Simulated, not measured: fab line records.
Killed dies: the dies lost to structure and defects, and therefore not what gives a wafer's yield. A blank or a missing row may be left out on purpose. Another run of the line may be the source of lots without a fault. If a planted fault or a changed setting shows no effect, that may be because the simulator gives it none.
One fault seen from 2 desks / flow sfq_line / every desk sees just its own numbers, and what lay behind them comes last

THE TOOL OWNER'S DESK: litho_track-02
The tool's own readings at SFQ_TRILAYER_M8_LITHO_PEB_196 (peb time 60 s): means of the sampled wafers that have a number, for each lot that ran on this tool. A lot is out of limits, marked OUT, if its mean lies more than 4 standard deviations from the usual mean; the brackets give that distance.
Columns: A = heater_power_total_W at SFQ_TRILAYER_M8_LITHO_PEB_196, usual 79.15 W
lot=L291; first seen here=day 80 13:28; A=79.18
lot=L300; first seen here=day 82 00:19; A=79.45 (+4.6) OUT
lot=L306; first seen here=day 90 00:35; A=79.08
lot=L307; first seen here=day 92 18:40; A=79.23
This desk's verdict: out of limits on L300, starting with L300 at day 82 00:19 (heater_power_total_W at SFQ_TRILAYER_M8_LITHO_PEB_196). L291, L306, L307 stayed within limits.

THE METROLOGY DESK
Lot by lot, what the gauges showed, no matter which tool ran the lot: averages of those sampled wafers that carry a number. A lot is out of limits, marked OUT, if its mean lies more than 4 standard deviations from the usual mean; the brackets give that distance.
Columns: A = M7_NB_RS at SFQ_M7_RS_MEAS_943, usual 0.894 ohm/sq; B = M8_AU_THK at SFQ_M8_THK_MEAS_950, usual 177.3 nm
lot=L288; first seen here=day 68 22:33; A=0.895; B=177.7
lot=L289; first seen here=day 71 17:14; A=0.898; B=176.1
lot=L290; first seen here=day 71 20:14; A=0.892; B=175.2
lot=L291; first seen here=day 71 21:25; A=0.894; B=179.8
lot=L300; first seen here=day 79 12:25; A=0.893; B=182.6
lot=L303; first seen here=day 82 17:13; A=0.903; B=180.4
lot=L304; first seen here=day 88 08:04; A=0.898; B=177.1
lot=L305; first seen here=day 88 09:16; A=0.900; B=178.2
lot=L306; first seen here=day 89 06:11; A=0.893; B=174.3
lot=L307; first seen here=day 89 09:47; A=0.902; B=176.2
lot=L308; first seen here=day 89 13:24; A=0.887; B=177.7
lot=L309; first seen here=day 89 16:11; A=0.898; B=178.5
lot=L310; first seen here=day 89 19:58; A=0.896; B=179.1
Finding of this desk: none of the 13 lots has anything out of limits.

TAKEN TOGETHER
The tool owner's desk had the chance to raise an alarm at day 82 00:19 on L300.
The metrology desk saw nothing out of limits.
The metrology desk has L300 on record, within its limits.
All the named lots went through SFQ_TRILAYER_M8_LITHO_PEB_196 on litho_track-02.

WHAT HAD BEEN PUT IN BY THE SIMULATOR
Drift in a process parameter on litho_track-02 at SFQ_TRILAYER_M8_LITHO_PEB_196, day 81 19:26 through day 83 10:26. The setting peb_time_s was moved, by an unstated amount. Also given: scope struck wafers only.
Struck lots among those shown: L300.
How many hours passed from the start of the fault until each desk's first out-of-limits reading: the tool owner's desk, 5.
